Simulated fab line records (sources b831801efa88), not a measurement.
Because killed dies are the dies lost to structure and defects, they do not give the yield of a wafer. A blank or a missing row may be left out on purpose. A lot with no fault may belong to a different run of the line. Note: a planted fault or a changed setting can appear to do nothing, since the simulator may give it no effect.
Matching of chambers    flow gf180mcu    GF_V2_CMP_26 on cmp-02 has 4 sister chambers
The step polishes, stops on SiO2, t overpolish 15 s, target thk 0 nm. 4 wafers are shown with their chamber, then 12 later ones without.

WAFERS, EACH WITH ITS CHAMBER
wafer   chamber  motor_current_A (A)
L088.2  2        9.8
L088.3  1        10.7
L090.5  0        10.7
L090.6  3        11.2

WAFERS MISSING THEIR CHAMBER
wafer   motor_current_A (A)
L093.1  10.4
L093.2  11.6
L093.5  11.1
L094.1  10.4
L094.4  11.7
L094.6  10.3
L095.1  11.0
L095.5  9.6
L095.6  11.2
L097.2  10.3
L097.3  11.3
L097.6  10.0

EACH ONE'S CHAMBER
wafer   from the rows above                in truth
L093.1  can't be placed: 0 or 1 or 2 or 3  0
L093.2  can't be placed: 3 or 0 or 1       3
L093.5  can't be placed: 3 or 0 or 1       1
L094.1  can't be placed: 0 or 1 or 2 or 3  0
L094.4  can't be placed: 3 or 0 or 1       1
L094.6  can't be placed: 0 or 1 or 2 or 3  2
L095.1  can't be placed: 3 or 0 or 1       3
L095.5  2                                  2
L095.6  can't be placed: 3 or 0 or 1       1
L097.2  can't be placed: 0 or 1 or 2 or 3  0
L097.3  can't be placed: 3 or 0 or 1       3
L097.6  can't be placed: 2 or 0 or 1       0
Placed correctly: 1 of 12. Not placeable from these rows: 11 (in 11, the candidates include the true chamber). Number placed wrongly: 0.
How it was worked out, from the rows above alone: a wafer's distance from a chamber is the root of the sum, over the readings, of the square of ((its reading less the chamber's mean) divided by the reading's scatter). The wafer belongs to the nearest chamber; if the next one is less than 2 further off, it can't be placed. The mean given for a chamber averages the wafers shown for that chamber. The scatter: root of mean squared gap, hidden wafer to nearest shown wafer, with one shown wafer a chamber.
